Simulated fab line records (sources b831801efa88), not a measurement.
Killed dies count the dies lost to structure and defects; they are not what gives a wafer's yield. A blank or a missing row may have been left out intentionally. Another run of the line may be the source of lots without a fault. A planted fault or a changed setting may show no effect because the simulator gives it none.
Problem report in the 8D (eight disciplines) form, filled by code :: flow gf180mcu :: the parts of the form that need people (team, actions taken, sign-off) are left out

== 1. THE ISSUE ==
Mean CONTACT_CVD_00_THK at GF_CONTACT_THK_MEAS_01: 145.4 nm over 6 wafers in 2 lots; fault-free wafers: 299.1 nm, standard deviation 2.9. Measured from the usual mean, that is -53 standard deviations.
Seen first at day 17 14:55 on film_metro-04, wafer L959.1. The record holds 42 wafers of 14 lots with a number at this step. Rule for "out" (also "out of limits"): further than 4 standard deviations from the usual mean. All remaining wafers that have a number are taken as sound.

== 2. WHAT IT IS AND WHAT IT IS NOT ==
question: which readings at this step
is: CONTACT_CVD_00_THK
is not: -

question: which lots
is: L959, L963
is not: L954, L955, L960, L968, L969, L970, L971, L972, L973, L974, L976, L977

question: which wafers of those lots
is: all that have a number
is not: -

question: read on which gauges
is: film_metro-03, film_metro-04
is not: film_metro-01

question: when
is: from day 17 14:55
is not: up to then (9 sound wafers); but 27 sound wafers of L968, L969, L970, L971, L972, L973, L974, L976, L977 came after

== 3. THE SUSPECTS, EACH WITH WHAT RULES IT OUT ==
Counting: a tool at any process step up to the reading remains a suspect when it ran all the lots that are out and ran no sound lot after the first of those.
- the gauge at GF_CONTACT_THK_MEAS_01 is ruled out. The wafers that are out were read on 2 gauges (film_metro-03, film_metro-04).
- hdpcvd-01 at GF_CONTACT_CVD_00 (deposits SiO2, target thk 300 nm, time 50 s): ruled out as a lasting fault. The sound lots L969, L973, L976, L971 went through it after L959, its earliest lot that is out (day 17 14:53).
Left after counting: nothing in the record.

== 4. THE CAUSE (what the simulator had put in) ==
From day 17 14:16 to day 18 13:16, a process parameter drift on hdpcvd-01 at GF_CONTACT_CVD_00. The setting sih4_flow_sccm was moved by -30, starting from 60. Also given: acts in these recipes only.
Counting ruled it out, wrongly: the rule takes a fault to strike every lot that its tool runs from its start on, and this one did not.

== 5. THE CHAIN OF EFFECTS, in route order ==
Rows list readings where the struck wafers' mean (over those with a number) sits beyond 3 standard deviations from the usual. Only readings for which the record gives a usual standard deviation are gone through. hours: the time from each lot's start at the first step in this table that gives one to its start at this step, as a median over the lots. sigmas: the change in usual standard deviations.
hours: 0
step: GF_CONTACT_CVD_00
reading: sih4_flow_sccm
usual: 59.98 sccm
on struck wafers: 29.84
change: -30.14
sigmas: -99 or more

hours: 0
step: GF_CONTACT_THK_MEAS_01
reading: CONTACT_CVD_00_THK
usual: 299.1 nm
on struck wafers: 145.4
change: -153.7
sigmas: -53

hours: -
step: GF_CONTACT_ETCH_17
reading: oes_product_au
usual: 0.814 a.u.
on struck wafers: 0.735
change: -0.079
sigmas: -15
It contains these process steps:
- GF_CONTACT_CVD_00: deposits SiO2, target thk 300 nm, time 50 s.
- GF_CONTACT_ETCH_17: etches SiO2 in C4F8/O2/Ar, stops on CoSi2, target depth 860 nm.

== 6. HOW IT WOULD HAVE BEEN CAUGHT EARLIER ==
In this record the first reading out of limits at a measuring or inspecting step was taken at day 17 14:55, 1 hour after the fault began at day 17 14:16.
At GF_CONTACT_CVD_00, the tool's own readings (sih4_flow_sccm) were out on each struck wafer the step has a row for, so an alarm limit on them would have fired on the first such wafer.
